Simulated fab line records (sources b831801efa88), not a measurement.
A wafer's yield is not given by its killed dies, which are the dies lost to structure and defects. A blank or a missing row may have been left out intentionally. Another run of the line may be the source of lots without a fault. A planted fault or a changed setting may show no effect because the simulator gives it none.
fab line records -- flow gf180mcu
[record] lots = 13, wafers = 38, last-day = 34
route steps=602 shown DNWELL@36 LVPWELL@65 POLY_GATE@169 SAB@264
lots untouched by any fault: they come from a run of this same line in which no faults occurred
start-h: start of the lot's first displayed wafer, in hours after the record's first day -- wait-h: hours from the lot's prior step to this one -- " unchanged from the row above -- L1.1+2: a row that stands for several wafers -- - no value, or no start given -- * or withheld: withheld -- < > ~ a bound
route shown NAME@n: NAME is a module with steps in the file, n the number in the route of the first one -- usual: mean/standard deviation of fault-free wafers -- same: alike in all rows -- chamber/n: place in a boat -- sites: the reading at each site -- _std_site: standard deviation of those values -- _edge_site: the outer-site mean with the inner-site mean subtracted -- radius-mm: for every site, how far away it sits from the centre of the wafer -- mask NAME#n: copy n -- behind: the tool/chamber that last shaped the wafer -- hold: reason for holding the lot/hours on hold/outcome of the hold -- device: the n, p or np transistor that did not switch -- end of line: tests run on the same wafers once the route is complete -- where a step has no rows: the recipe by itself -- killed: dies that structure and defects cost at the first sort, which is not the same as the wafer's yield -- map: the dies of a wafer, with x for killed, . for not killed, _ for no die there
set.NAME: the run value of the setting; set.NAME@STEP: its run value at that earlier step -- model.NAME: the simulator's own value behind a step, which no gauge read
route steps across a sampled set of lots; one table per step, one row per wafer
services: when a tool's chamber went out of use (start-h, in hours from the record's first day, below 0 if earlier), for how many hours, and the reason
[[steps]]
[step GF_DNWELL_EXPOSE_04]
[recipe] mask-id = DNWELL, target-cd-nm = 1700, na = 0.6, source-shape = conventional, sigma-outer = 0.6, dose-mj = 260
[usual] reticle-temp-C = 23.03/0.12
lot.wafer,tool,chamber,start-h,wait-h,mask,reticle-temp-C
L968.3,iline-stepper-01,0,35.25,-,DNWELL#0,23.10
L968.4,iline-stepper-01,0,35.25,-,DNWELL#0,23.13
L968.5,iline-stepper-01,0,35.25,-,DNWELL#0,23.08
L969.1,iline-stepper-01,0,41.78,-,DNWELL#0,23.02
L969.3,iline-stepper-01,0,41.78,-,DNWELL#0,22.98
L969.4,iline-stepper-01,0,41.78,-,DNWELL#0,22.87
L970.2,iline-stepper-01,0,44.84,-,DNWELL#0,23.13
L970.3,iline-stepper-01,0,44.84,-,DNWELL#0,23.07
L970.6,iline-stepper-01,0,44.84,-,DNWELL#0,22.89
L971.1,iline-stepper-01,0,52.77,-,DNWELL#0,23.05
L971.2,iline-stepper-01,0,52.77,-,DNWELL#0,22.83
L971.6,iline-stepper-01,0,52.77,-,DNWELL#0,23.04
L972.1,iline-stepper-01,0,57.46,-,DNWELL#0,23.15
L972.3,iline-stepper-01,0,57.46,-,DNWELL#0,23.03
L972.5,iline-stepper-01,0,57.46,-,DNWELL#0,23.12
L973.3,iline-stepper-02,0,63.57,-,DNWELL#0,22.89
L973.4,iline-stepper-02,0,63.57,-,DNWELL#0,22.87
L973.5,iline-stepper-02,0,63.57,-,DNWELL#0,22.96
L975.1,iline-stepper-02,0,72.61,-,DNWELL#0,23.05
L975.4,iline-stepper-02,0,72.61,-,DNWELL#0,23.12
L976.3,iline-stepper-01,0,80.03,-,DNWELL#0,23.05
L976.4,iline-stepper-01,0,80.03,-,DNWELL#0,23.10
L976.5,iline-stepper-01,0,80.03,-,DNWELL#0,23.11
L977.1,iline-stepper-01,0,84.76,-,DNWELL#0,23.15
L977.4,iline-stepper-01,0,84.76,-,DNWELL#0,22.93
L977.5,iline-stepper-01,0,84.76,-,DNWELL#0,23.07
L978.3,iline-stepper-01,0,88.65,-,DNWELL#0,22.83
L978.5,iline-stepper-01,0,88.65,-,DNWELL#0,22.84
L978.6,iline-stepper-01,0,88.65,-,DNWELL#0,22.77
L980.2,iline-stepper-02,0,99.65,-,DNWELL#0,23.31
L980.5,iline-stepper-02,0,99.65,-,DNWELL#0,23.09
L980.6,iline-stepper-02,0,99.65,-,DNWELL#0,23.03
L981.1,iline-stepper-01,0,104.23,-,DNWELL#0,23.04
L981.4,iline-stepper-01,0,104.23,-,DNWELL#0,23.07
L981.5,iline-stepper-01,0,104.23,-,DNWELL#0,23.02
L989.1,iline-stepper-01,0,149.36,-,DNWELL_R1#0,23.14
L989.3,iline-stepper-01,0,149.36,-,DNWELL_R1#0,23.11
L989.4,iline-stepper-01,0,149.36,-,DNWELL_R1#0,23.20
[step GF_LVPWELL_TW_MEAS_11]
[usual] LVPWELL_TW = 558/5.3
lot.wafer,tool,chamber,start-h,wait-h,LVPWELL_TW
L968.3,film-metro-04,-,68.35,0.1,564
L968.4,film-metro-04,-,68.35,0.1,562
L968.5,film-metro-04,-,68.35,0.1,557
L969.1,film-metro-04,-,75.05,0.1,562
L969.3,film-metro-04,-,75.05,0.1,562
L969.4,film-metro-04,-,75.05,0.1,561
L970.2,film-metro-04,-,79.15,0.1,561
L970.3,film-metro-04,-,79.15,0.1,563
L970.6,film-metro-04,-,79.15,0.1,560
L971.1,film-metro-01,-,86.90,0.1,563
L971.2,film-metro-01,-,86.90,0.1,565
L971.6,film-metro-01,-,86.90,0.1,563
L972.1,film-metro-04,-,90.74,0.1,563
L972.3,film-metro-04,-,90.74,0.1,561
L972.5,film-metro-04,-,90.74,0.1,561
L973.3,film-metro-03,-,98.70,0.1,550
L973.4,film-metro-03,-,98.70,0.1,549
L973.5,film-metro-03,-,98.70,0.1,552
L975.1,film-metro-03,-,108.39,0.1,551
L975.4,film-metro-03,-,108.39,0.1,548
L976.3,film-metro-03,-,115.96,0.1,552
L976.4,film-metro-03,-,115.96,0.1,550
L976.5,film-metro-03,-,115.96,0.1,553
L977.1,film-metro-03,-,120.93,0.1,553
L977.4,film-metro-03,-,120.93,0.1,553
L977.5,film-metro-03,-,120.93,0.1,551
L978.3,film-metro-04,-,124.95,0.1,559
L978.5,film-metro-04,-,124.95,0.1,558
L978.6,film-metro-04,-,124.95,0.1,557
L980.2,film-metro-01,-,136.69,0.1,561
L980.5,film-metro-01,-,136.69,0.1,563
L980.6,film-metro-01,-,136.69,0.1,568
L981.1,film-metro-03,-,141.83,0.1,553
L981.4,film-metro-03,-,141.83,0.1,552
L981.5,film-metro-03,-,141.83,0.1,555
L989.1,film-metro-01,-,189.28,0.1,562
L989.3,film-metro-01,-,189.28,0.1,562
L989.4,film-metro-01,-,189.28,0.1,564
[step GF_POLY_GATE_ETCH_12]
[recipe] chemistry = N2/H2, target-depth-a = withheld, overetch-a = withheld, time-s = withheld, target = BARC, ion-energy-ev = 200, source-w = 500, bias-w = 100, pressure-mtorr = 30, n2-flow-sccm = 100, h2-flow-sccm = 200
[usual] drypump-motor-current-A = 5.8/0.43, oes-product-au = 0.736/0.0048, throttle-valve-pct = 13.215/0.0085
lot.wafer,tool,chamber,start-h,wait-h,drypump-motor-current-A,oes-product-au,throttle-valve-pct
L968.3,rie-diel-02,2,197.06,0.0,5.7,0.733,13.205
L968.4,rie-diel-02,0,197.06,0.0,5.8,0.734,13.229
L968.5,rie-diel-02,2,197.06,0.0,5.8,0.747,13.215
L969.1,rie-diel-02,0,203.22,0.0,5.7,0.741,13.219
L969.3,rie-diel-02,3,203.22,0.0,6.1,0.736,13.216
L969.4,rie-diel-02,3,203.22,0.0,6.1,0.736,13.201
L970.2,rie-diel-02,2,205.22,0.0,5.8,0.736,13.219
L970.3,rie-diel-02,0,205.22,0.0,5.8,0.731,13.202
L970.6,rie-diel-02,2,205.22,0.0,5.8,0.734,13.206
L971.1,rie-diel-04,1,217.71,0.0,6.5,0.738,13.220
L971.2,rie-diel-04,0,217.71,0.0,6.3,0.742,13.229
L971.6,rie-diel-04,2,217.71,0.0,5.8,0.745,13.219
L972.1,rie-diel-03,3,222.11,0.0,6.2,0.737,13.222
L972.3,rie-diel-03,0,222.11,0.0,5.3,0.737,13.207
L972.5,rie-diel-03,1,222.11,0.0,5.9,0.737,13.214
L973.3,rie-diel-02,0,232.20,0.0,5.8,0.729,13.204
L973.4,rie-diel-02,3,232.20,0.0,6.1,0.737,13.224
L973.5,rie-diel-02,0,232.20,0.0,5.8,0.740,13.206
L975.1,rie-diel-03,2,246.40,0.0,5.4,0.728,13.213
L975.4,rie-diel-03,0,246.40,0.0,5.3,0.724,13.213
L976.3,rie-diel-03,2,255.85,0.0,5.4,0.736,13.213
L976.4,rie-diel-03,0,255.85,0.0,5.3,0.733,13.220
L976.5,rie-diel-03,3,255.85,0.0,6.1,0.738,13.211
L977.1,rie-diel-03,1,262.36,0.0,5.9,0.738,13.210
L977.4,rie-diel-03,1,262.36,0.0,6.0,0.734,13.220
L977.5,rie-diel-03,0,262.36,0.0,5.3,0.737,13.215
L978.3,rie-diel-04,2,268.60,0.0,5.7,0.730,13.212
L978.5,rie-diel-04,1,268.60,0.0,6.5,0.731,13.219
L978.6,rie-diel-04,3,268.60,0.0,5.2,0.733,13.202
L980.2,rie-diel-02,3,284.64,0.0,6.1,0.726,13.209
L980.5,rie-diel-02,1,284.64,0.0,5.1,0.733,13.210
L980.6,rie-diel-02,0,284.64,0.0,5.7,0.735,13.209
L981.1,rie-diel-02,0,290.66,0.0,5.7,0.729,13.209
L981.4,rie-diel-02,3,290.66,0.0,6.1,0.739,13.207
L981.5,rie-diel-02,3,290.66,0.0,6.1,0.733,13.214
L989.1,rie-diel-04,1,350.54,0.0,6.5,0.736,13.225
L989.3,rie-diel-04,2,350.54,0.0,5.8,0.740,13.215
L989.4,rie-diel-04,0,350.54,0.0,6.4,0.731,13.199
[step GF_SAB_CVD_00]
[recipe] material = SiO2, target-thk-nm = 50, precursor = TEOS, temp-c = 400, time-s = 4.9302, rf-w = 600
[usual] heater-power-w = 699/74
lot.wafer,tool,chamber,start-h,wait-h,heater-power-w
L968.3,pecvd-04,1,319.64,0.1,738
L968.4,pecvd-04,0,319.64,0.1,766
L968.5,pecvd-04,2,319.64,0.1,580
L969.1,pecvd-02,2,325.15,0.1,646
L969.3,pecvd-02,1,325.15,0.1,590
L969.4,pecvd-02,2,325.15,0.1,643
L970.2,pecvd-02,2,328.23,0.1,551
L970.3,pecvd-02,0,328.23,0.1,675
L970.6,pecvd-02,0,328.23,0.1,688
L971.1,pecvd-02,2,342.33,0.1,620
L971.2,pecvd-02,1,342.33,0.1,670
L971.6,pecvd-02,1,342.33,0.1,657
L972.1,pecvd-04,0,345.44,0.1,768
L972.3,pecvd-04,2,345.44,0.1,619
L972.5,pecvd-04,1,345.44,0.1,613
L973.3,pecvd-01,1,359.43,0.1,828
L973.4,pecvd-01,0,359.43,0.1,582
L973.5,pecvd-01,1,359.43,0.1,838
L975.1,pecvd-01,2,378.04,0.1,738
L975.4,pecvd-01,1,378.04,0.1,697
L976.3,pecvd-01,2,390.93,0.1,690
L976.4,pecvd-01,0,390.93,0.1,712
L976.5,pecvd-01,2,390.93,0.1,689
L977.1,pecvd-04,1,396.49,0.1,665
L977.4,pecvd-04,2,396.49,0.1,523
L977.5,pecvd-04,1,396.49,0.1,690
L978.3,pecvd-01,0,403.42,0.1,708
L978.5,pecvd-01,1,403.42,0.1,721
L978.6,pecvd-01,0,403.42,0.1,717
L980.2,pecvd-01,2,423.64,0.1,768
L980.5,pecvd-01,0,423.64,0.1,628
L980.6,pecvd-01,1,423.64,0.1,729
L981.1,pecvd-01,2,428.99,0.1,696
L981.4,pecvd-01,1,428.99,0.1,722
L981.5,pecvd-01,0,428.99,0.1,721
L989.1,pecvd-04,0,497.85,0.1,700
L989.3,pecvd-04,2,497.85,0.1,662
L989.4,pecvd-04,1,497.85,0.1,744
[[services]]
tool,chamber,start-h,hours,kind
pecvd-04,-,13.96,5.5,pm
iline-stepper-01,-,16.98,1.3,repair
pecvd-04,0,32.56,2.9,repair
rie-diel-03,-,53.48,2.8,pm
pecvd-01,-,56.78,0.7,repair
iline-stepper-01,-,58.16,2.1,repair
iline-stepper-01,-,72.32,1.7,pm
pecvd-04,2,73.57,1.9,repair
pecvd-01,0,90.02,5.3,repair
iline-stepper-01,-,95.54,4.4,pm
pecvd-01,-,112.50,0.3,repair
pecvd-04,-,113.52,0.7,repair
rie-diel-03,0,151.13,4.2,repair
pecvd-04,-,155.09,0.3,repair
pecvd-04,-,160.62,14.0,pm
rie-diel-02,-,165.58,0.6,repair
pecvd-04,-,194.66,0.3,repair
rie-diel-02,0,208.71,5.3,repair
rie-diel-03,2,213.97,6.2,repair
pecvd-01,-,240.59,0.5,repair
rie-diel-02,-,285.39,0.5,repair
iline-stepper-01,-,290.50,1.7,pm
rie-diel-02,-,344.53,1.8,repair
rie-diel-02,-,430.35,4.3,pm
[[key]]
[first-sign] step = GF_DNWELL_EXPOSE_04, reading = mask, direction = changed
effect none on later readings
met-at GF_DNWELL_EXPOSE_04
struck-lots L989
tester-left-out L989
not-acting-at GF_LVPWELL_TW_MEAS_11,GF_POLY_GATE_ETCH_12,GF_SAB_CVD_00
onset-between 104.23 149.36
[fault] kind = wrong-mask, tool = any, chamber = -, onset-h = 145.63, steps = GF_DNWELL_EXPOSE_04, aux-copy = DNWELL_R1#0, cd-offset-nm = -85, scope = struck-lots-only
// tester-left-out: of these lots the tester's yield and bins aren't shown, on N5 and GAA mostly nor the transistor test; their killed dies are dies lost to structure and defects alone, not to doping, threshold or leakage, so they don't give the yield
